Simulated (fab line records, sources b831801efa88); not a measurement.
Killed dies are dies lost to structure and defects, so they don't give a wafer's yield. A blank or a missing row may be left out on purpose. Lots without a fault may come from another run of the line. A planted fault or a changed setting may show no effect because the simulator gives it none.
Which tool did it? | flow sky130 | 11 lots, 33 wafers sampled, at 4 steps of a route of 708

WHAT THE GAUGES READ, wafer by wafer
SKY_PWDE_TW_MEAS_10.
lot  | measured    | on            | PWDE_TW
L496 | day 3 22:31 | film_metro-04 | 375 375 376
L498 | day 4 09:13 | film_metro-01 | 380 381 381
L499 | day 4 13:35 | film_metro-03 | 374 374 374
L500 | day 4 17:49 | film_metro-03 | 373 374 376
L509 | day 6 20:17 | film_metro-03 | 374 371 370
L511 | day 7 07:41 | film_metro-01 | 378 377 380
L514 | day 8 01:21 | film_metro-01 | 380 380 380
L515 | day 8 05:19 | film_metro-03 | 374 374 374
L516 | day 8 12:02 | film_metro-03 | 374 377 376
L517 | day 8 19:14 | film_metro-03 | 372 375 373
L519 | day 9 08:09 | film_metro-03 | 375 375 375

SKY_VT_ADJUST_LVTN_TW_MEAS_21.
lot  | measured     | on            | VT_ADJUST_LVTN_2_TW
L496 | day 7 18:49  | film_metro-04 | 188.5 188.4 187.9
L498 | day 8 08:03  | film_metro-04 | 190.3 188.7 191.3
L499 | day 8 12:38  | film_metro-04 | 190.8 190.0 191.8
L500 | day 8 16:29  | film_metro-02 | 190.9 190.9 190.5
L509 | day 11 08:26 | film_metro-02 | 213.0 213.4 213.4
L511 | day 11 23:25 | film_metro-02 | 213.7 214.8 214.6
L514 | day 12 18:28 | film_metro-02 | 189.5 189.1 190.2
L515 | day 13 01:43 | film_metro-03 | 187.3 186.9 187.8
L516 | day 13 09:41 | film_metro-02 | 192.0 190.6 191.3
L517 | day 13 20:07 | film_metro-04 | 188.1 189.4 188.3
L519 | day 14 09:02 | film_metro-03 | 188.3 188.3 188.0

WHICH TOOL RAN EACH LOT (tool, then ch and the chambers of the sampled wafers, then the start)
lot  | SKY_FIELD_ISO_ETCH_14             | SKY_VT_ADJUST_LVTN_IMPLANT_19
L496 | rie_diel-03 ch 0,1,2, day 2 08:53 | implanter-03 ch 0, day 7 18:34
L498 | rie_diel-03 ch 1,3, day 2 19:07   | implanter-03 ch 0, day 8 07:48
L499 | rie_diel-01 ch 1,3, day 2 20:44   | implanter-01 ch 0, day 8 12:24
L500 | rie_diel-01 ch 0,1,3, day 3 01:28 | implanter-01 ch 0, day 8 16:14
L509 | rie_diel-01 ch 1,2,3, day 5 00:49 | implanter-03 ch 0, day 11 08:11
L511 | rie_diel-01 ch 1,2,3, day 5 12:02 | implanter-03 ch 0, day 11 23:11
L514 | rie_diel-01 ch 2,3, day 6 03:05   | implanter-01 ch 0, day 12 18:14
L515 | rie_diel-03 ch 0,1,2, day 6 07:05 | implanter-01 ch 0, day 13 01:30
L516 | rie_diel-03 ch 0,1,2, day 6 13:41 | implanter-02 ch 0, day 13 09:27
L517 | rie_diel-01 ch 0,1,2, day 6 18:50 | implanter-01 ch 0, day 13 19:53
L519 | rie_diel-01 ch 0,1,2, day 7 07:05 | implanter-02 ch 0, day 14 08:47
- SKY_FIELD_ISO_ETCH_14: etches BARC in N2/H2, stops on SiO2, time 45.9 s, target depth 60 nm.
- SKY_VT_ADJUST_LVTN_IMPLANT_19

WHAT THE TOOLS THEMSELVES READ (means of the sampled wafers that have a number; where no wafer has one, the mark that the record gives instead)
SKY_FIELD_ISO_ETCH_14.
lot  | tool        | drypump_motor_current_A (A) | n2_flow_sccm (sccm) | oes_product_au (a.u.) | throttle_valve_pct (%)
L496 | rie_diel-03 | 5.9                         | 100.18              | 0.853                 | 13.223
L498 | rie_diel-03 | 5.5                         | 100.33              | 0.855                 | 13.220
L499 | rie_diel-01 | 5.6                         | 99.99               | 0.847                 | 13.221
L500 | rie_diel-01 | 5.7                         | 100.02              | 0.850                 | 13.229
L509 | rie_diel-01 | 5.8                         | 99.94               | 0.852                 | 13.227
L511 | rie_diel-01 | 5.8                         | 99.94               | 0.847                 | 13.221
L514 | rie_diel-01 | 6.0                         | 99.94               | 0.856                 | 13.226
L515 | rie_diel-03 | 5.9                         | 99.97               | 0.857                 | 13.224
L516 | rie_diel-03 | 5.9                         | 100.15              | 0.851                 | 13.225
L517 | rie_diel-01 | 5.7                         | 100.01              | 0.849                 | 13.228
L519 | rie_diel-01 | 5.7                         | 100.04              | 0.850                 | 13.230

SKY_VT_ADJUST_LVTN_IMPLANT_19.
lot  | tool         | beam_energy_keV | dose_ions_cm2 | faraday_current_uA
L496 | implanter-03 | 30.011          | 6.495e+11     | 3.67
L498 | implanter-03 | 29.990          | 6.495e+11     | 3.67
L499 | implanter-01 | 30.015          | 6.499e+11     | 3.62
L500 | implanter-01 | 30.003          | 6.505e+11     | 3.70
L509 | implanter-03 | 30.012          | 9.815e+11     | 5.53
L511 | implanter-03 | 30.000          | 9.821e+11     | 5.53
L514 | implanter-01 | 30.004          | 6.499e+11     | 3.64
L515 | implanter-01 | 29.997          | 6.503e+11     | 3.67
L516 | implanter-02 | 29.995          | 6.507e+11     | 3.64
L517 | implanter-01 | 30.003          | 6.500e+11     | 3.74
L519 | implanter-02 | 30.001          | 6.499e+11     | 3.74

THE ANSWER, worked out from the rows above alone
Rule: what is usual is taken from the lots themselves. Put in order of their means at a reading, lots are off if they are a third of the lots or fewer, leave a main group of 4 or more, and stand apart from it by a gap of 3 or more times the standard deviation of the main group's means; of several such gaps the widest counts. A main group whose means are all the same, to the digits that the tables above print for the reading, isn't used. A lot without any number at a reading at which 4 lots or more have one is off too. The other lots that the step has rows for count as sound. The gauges are gone through in route order, then the tools' own readings, and for those a lot's mean is taken as printed above. The first step at which some lot is off is used, and at that step the reading that is off furthest; a lot without a number counts as furthest.
Off: L509, L511, at SKY_VT_ADJUST_LVTN_TW_MEAS_21 (VT_ADJUST_LVTN_2_TW). The main group: mean 189.4, standard deviation 1.3.
A tool fits if, at a process step before that reading, it ran every lot that is off, and no sound lot after the first of them. The gauges at SKY_VT_ADJUST_LVTN_TW_MEAS_21 aren't tried: what is off there is off at SKY_VT_ADJUST_LVTN_IMPLANT_19 too, on other tools, and a gauge's error can't cause that. One fits: implanter-03 at SKY_VT_ADJUST_LVTN_IMPLANT_19. Its last sound lot is L498 (day 8 07:48), its first lot that is off L509 (day 11 08:11): a fault that began between those two fits.
The tool's own readings at SKY_VT_ADJUST_LVTN_IMPLANT_19 bear it out: on the lots that are off they differ by more than 5 times the standard deviation of the sound lots' means. dose_ions_cm2 reads 9.818e+11 there against 6.500e+11 on the sound lots; faraday_current_uA reads 5.53 there against 3.68 on the sound lots.

WHAT THE SIMULATOR HAD PUT IN
Process parameter drift: implanter-03, from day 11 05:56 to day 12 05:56, at SKY_VT_ADJUST_LVTN_IMPLANT_19. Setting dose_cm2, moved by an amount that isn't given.
Lots struck among those shown: L509, L511. The rule above found the same.
